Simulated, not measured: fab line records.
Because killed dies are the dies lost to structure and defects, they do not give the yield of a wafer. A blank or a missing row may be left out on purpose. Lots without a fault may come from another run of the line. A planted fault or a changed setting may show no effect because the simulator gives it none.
2 desks, one fault | flow gf180mcu | each desk holds nothing but its own numbers, with what lay behind them at the end

== METROLOGY DESK ==
Lot by lot, what the gauges showed, no matter which tool ran the lot: averages of those sampled wafers that carry a number. A lot is out of limits, marked OUT, if its mean lies more than 4 standard deviations from the usual mean; the brackets give that distance.
Columns: A = cd-nm at GF_M1_CD_MEAS_14, usual 229.7 nm; B = V1_W_THK at GF_V1_THK_MEAS_25, usual 364 nm
lot  | first seen here | A     | B
L537 | day 17 00:32    | 229.0 | 364
L538 | day 17 12:25    | 230.6 | 369
L539 | day 17 16:16    | 229.3 | 375
L540 | day 18 05:33    | 229.8 | 360
L542 | day 18 21:33    | 230.4 | 376
L543 | day 19 13:10    | 230.7 | 359
L544 | day 19 16:25    | 231.6 | 368
L545 | day 20 04:27    | 230.0 | 360
L546 | day 20 10:17    | 227.7 | 363
L549 | day 21 18:28    | 230.6 | 357
L551 | day 22 18:59    | 228.5 | 366
L553 | day 23 05:28    | 233.0 | 362
L558 | day 24 15:05    | 228.8 | 364
L559 | day 24 17:40    | 228.2 | 363
This desk's verdict: no lot among the 14 shows anything out of limits.

== AT THE TOOL OWNER'S DESK: rie-diel-03 ==
The tool's own readings at GF_V1_ETCH_17 (etches SiO2 in C4F8/O2/Ar, stops on TiN, target depth 630 nm): means of the sampled wafers that have a number, for each lot that ran on this tool. A lot is out of limits, marked OUT, if its mean lies more than 4 standard deviations from the usual mean; the brackets give that distance.
Columns: A = bias-w at GF_V1_ETCH_17, usual 1200 W; B = oes-product-au at GF_V1_ETCH_17, usual 0.856 a.u.; C = rf-fwd-power-W at GF_V1_ETCH_17, usual 1494 W
lot  | first seen here | A    | B     | C
L540 | day 19 06:00    | 1200 | 0.857 | 1495
L543 | day 20 14:00    | 1202 | 0.858 | 1496
L545 | day 21 05:00    | 1199 | 0.850 | 1376 (-27) OUT
L546 | day 21 11:00    | 1197 | 0.847 | 1256 (-54) OUT
This desk's verdict: out of limits on L545, L546, starting with L545 at day 21 05:00 (rf-fwd-power-W at GF_V1_ETCH_17). L540, L543: within limits.

== PUT TOGETHER ==
On L545, L546, at day 21 05:00, an alarm was possible from the tool owner's desk.
At the metrology desk, nothing out of limits was observed.
The metrology desk has L545, L546 on record, within its limits.
The lots listed all ran GF_V1_ETCH_17 on rie-diel-03.

== WHAT THE SIMULATOR HAD PUT IN ==
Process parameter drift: rie-diel-03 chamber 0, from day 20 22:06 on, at GF_V1_ETCH_17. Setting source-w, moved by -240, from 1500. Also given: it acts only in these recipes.
Shown lots that were struck: L545, L546.
Each desk's first reading out of limits, in hours after the fault started: the tool owner's desk, 7.
